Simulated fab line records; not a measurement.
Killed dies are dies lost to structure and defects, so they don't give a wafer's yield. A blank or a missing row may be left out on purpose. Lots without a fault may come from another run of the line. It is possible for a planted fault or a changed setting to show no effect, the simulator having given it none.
A struck lot beside a sound one | flow sky130 | 30 out of 708 route steps
Sound: the wafers L591.2, L591.3, L591.5. Wafers struck: L597.3, L597.5, L597.6. The cause is named last.
At each step with rows: each side's tool, then ch and its chambers, then its first start. Under that, the readings that differ: sound wafers | struck wafers | difference of the means | sigmas: that difference in standard deviations of wafers without a fault.
alike: readings with means less than 2 such deviations apart, plus words and numbers identical on both sides. not compared: withheld readings, readings lacking a value on some wafer, bounds such as >300 that could conceal the same value, and numbers that have no deviation in the record and whose values overlap.
Wherever a step has rows on one side only, a row that says differs or no value, or a row with sigmas, the two part there. Non-overlapping numbers with no deviation appear without sigmas and do not part them. A reading missing from all wafers of one side parts the sides only when that side holds two or more wafers.

first, 5 steps without rows for these wafers: SKY_SONOS_ONO_COAT_08 (resist thk 1140 nm); SKY_SONOS_ONO_SOFTBAKE_09 (time 60 s); SKY_SONOS_ONO_EXPOSE_10 (exposes mask ONOM, target cd 410 nm); SKY_SONOS_ONO_PEB_11; SKY_SONOS_ONO_DEVELOP_12 (develop time 60 s).
SKY_SONOS_ONO_CD_MEAS_13: target cd 410 nm.
  sound on cd_sem-02 at day 13 15:52; struck on cd_sem-01 at day 15 11:57
  alike: cd_nm
SKY_SONOS_ONO_OVL_MEAS_14:
  sound on overlay-02 at day 13 15:58; struck on overlay-02 at day 15 12:03
  alike: SONOS_ONO_OVL
SKY_SONOS_ONO_ETCH_15: etches the open film in CHF3/O2, target depth 19.52 nm, time 7.8 s.
  sound on rie_diel-01 ch 0,2,3, day 13 16:00; struck on rie_diel-03 ch 2,3, day 15 12:04
  alike: chf3_flow_sccm, drypump_motor_current_A, oes_product_au, throttle_valve_pct
  not compared: rf_hours_counter_h
then, 1 step without rows for these wafers: SKY_SONOS_ONO_WET_ETCH_16 (etches SiO2 in dHF, target depth 14 nm, time 280 s).
SKY_SONOS_ONO_STRIP_17: strips in O2/N2.
  sound on plasma_asher-02 ch 0,1, day 13 16:07; struck on plasma_asher-02 ch 0,1, day 15 12:13
  alike: drypump_motor_current_A, oes_product_au, strip_time_to_endpoint_s
  not compared: rf_hours_counter_h
then, 2 steps without rows for these wafers: SKY_SONOS_ONO_WET_ETCH_18 (etches Si3N4 in H3PO4, target depth 15 nm, time 172 s); SKY_GATE_OXIDE_CLEAN_00 (cleans in SC1/SC2, time 150 s).
SKY_GATE_OXIDE_OXIDATION_01: stabilise 600 s, purge 300 s, target thk 10.268 nm.
  sound on furnace-02 ch 0, day 13 16:56; struck on furnace-02 ch 0, day 15 12:23
  reading                                           | sound                | struck               | difference | sigmas
  spike_tc_bottom_C (C)                             | 919.4 919.7 919.8    | 911.8 912.4 913.3    | -7.1       | -6
  spike_tc_centre_C (C)                             | 899.1 900.6 900.6    | 893.7 894.6 893.1    | -6.3       | -6
  spike_tc_lower_C (C)                              | 900.4 900.2 900.3    | 892.9 895.5 893.5    | -6.3       | -3
  spike_tc_top_C (C)                                | 910.7 907.0 910.5    | 903.8 903.6 903.5    | -5.8       | -6
  spike_tc_upper_C (C)                              | 900.2 901.5 900.3    | 892.5 893.9 895.3    | -6.8       | -6
  tube_center_temp_C (C)                            | 900.03 900.06 899.97 | 893.39 893.51 893.47 | -6.56      | -76
  tube_center_temp_C_max                            | 901.6 902.3 903.6    | 895.4 896.1 895.7    | -6.8       | -17
  model.SiO2_of_GATE_OXIDE_OXIDATION_01.thk_nm (nm) | 10.53 10.51 10.49    | 9.472 9.631 9.639    | -0.929     |
  alike: zone_power_bottom_pct
SKY_GATE_OXIDE_THK_MEAS_02:
  sound on film_metro-03 at day 13 18:21; struck on film_metro-03 at day 15 13:49
  reading                          | sound             | struck         | difference | sigmas
  GATE_OXIDE_OXIDATION_00_THK (nm) | 10.54 10.53 10.50 | 9.45 9.68 9.61 | -0.94      | -6
then, 7 steps without rows for these wafers: SKY_GATE_OXIDE_DEHYDRATE_03 (time 60 s); SKY_GATE_OXIDE_HMDS_04 (prime time 60 s); SKY_GATE_OXIDE_COAT_05 (resist thk 1140 nm); SKY_GATE_OXIDE_SOFTBAKE_06 (time 60 s); SKY_GATE_OXIDE_EXPOSE_07 (exposes mask LVOM, target cd 600 nm); SKY_GATE_OXIDE_PEB_08; SKY_GATE_OXIDE_DEVELOP_09 (develop time 60 s).
SKY_GATE_OXIDE_OVL_MEAS_10:
  sound on overlay-02 at day 14 19:02; struck on overlay-02 at day 16 17:39
  alike: GATE_OXIDE_OVL
then, 2 steps without rows for these wafers: SKY_GATE_OXIDE_IMPLANT_11; SKY_GATE_OXIDE_WET_ETCH_12 (etches SiO2 in dHF, target depth 16.8 nm, time 336 s).
SKY_GATE_OXIDE_STRIP_13: strips in O2/N2.
  sound on plasma_asher-04 ch 0,1, day 14 19:19; struck on plasma_asher-03 ch 0,1, day 16 17:59
  alike: drypump_motor_current_A, oes_product_au, strip_time_to_endpoint_s
  not compared: rf_hours_counter_h
SKY_GATE_OXIDE_TW_MEAS_14:
  sound on film_metro-02 at day 14 19:26; struck on film_metro-02 at day 16 18:04
  alike: GATE_OXIDE_TW
then, 1 step without rows for these wafers: SKY_GATE_OXIDE_CLEAN_15 (cleans in SC1/SC2, time 150 s).
SKY_GATE_OXIDE_OXIDATION_16: stabilise 600 s, purge 300 s, target thk 3.57 nm.
  sound on furnace-01 ch 0, day 14 20:53; struck on furnace-01 ch 0, day 16 19:17
  reading                                           | sound             | struck           | difference | sigmas
  model.SiO2_of_GATE_OXIDE_OXIDATION_01.thk_nm (nm) | 11.88 11.87 11.84 | 10.9 11.05 11.05 | -0.9       |
  alike: ox_temp_c_max, spike_tc_bottom_C, spike_tc_centre_C, spike_tc_lower_C, spike_tc_top_C, spike_tc_upper_C, tube_center_temp_C, tube_center_temp_C_max, zone_power_bottom_pct
then, 1 step without rows for these wafers: SKY_POLY_GATE_CVD_00 (deposits poly-Si, target thk 180 nm, time 720 s).
-- the record jumps here: 31 days lie between the struck wafers' starts before and after (it left off in module POLY_GATE and takes up again in module PAD_OPEN, whose first step shown is number 708 of the route) --
SKY_PAD_OPEN_PROBE_99:
  sound on prober-01 at day 46 13:02; struck on prober-01 at day 47 20:58
  reading                                | sound                         | struck                        | difference | sigmas
  model.etest.nfet_16v.r_on_ohm_um       | 1.401e+04 1.403e+04 1.399e+04 | 1.381e+04 1.394e+04 1.376e+04 | -1.733e+02 |
  model.etest.tip_sonos.rs_ohm_sq        | 2758 2793 2779                | 2583 2602 2595                | -183       |
  model.etest.pfet_g5v0d10v5.r_on_ohm_um | 4775 4782 4768                | 4555 4626 4554                | -197       |
  model.etest.nfet_g5v0d10v5.r_on_ohm_um | 1896 1914 1907                | 1821 1844 1829                | -74        |
  model.etest.nfet_g5v0d10v5.drive_ua_um | 593.5 594.3 588.4             | 646.5 631.7 634.5             | +45.5      |
  model.etest.nfet_05v0_nvt.drive_ua_um  | 571.8 565.4 571.5             | 609.3 606 601.7               | +36.1      |
  model.etest.pfet_g5v0d10v5.drive_ua_um | 336.6 337.6 336.2             | 364.4 356.9 359               | +23.3      |
  model.etest.nfet_16v.drive_ua_um       | 219.2 218.2 220.7             | 234.8 233.1 233.7             | +14.5      |
  alike: killed_at_M0_to_M3, killed_at_M4_up, killed_at_contacts, killed_at_front_end, killed_at_other, killed_dies, killed_open, killed_short

== WHERE THEY PART ==
At SKY_GATE_OXIDE_OXIDATION_01 first; at SKY_GATE_OXIDE_THK_MEAS_02 last (within this record only). Later steps at which nothing parts them and some readings are alike: SKY_GATE_OXIDE_OVL_MEAS_10, SKY_GATE_OXIDE_STRIP_13, SKY_GATE_OXIDE_TW_MEAS_14, SKY_GATE_OXIDE_OXIDATION_16, SKY_PAD_OPEN_PROBE_99.

WHY: whatever the simulator had introduced
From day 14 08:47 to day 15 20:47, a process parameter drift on furnace-02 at SKY_GATE_OXIDE_OXIDATION_01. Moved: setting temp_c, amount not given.
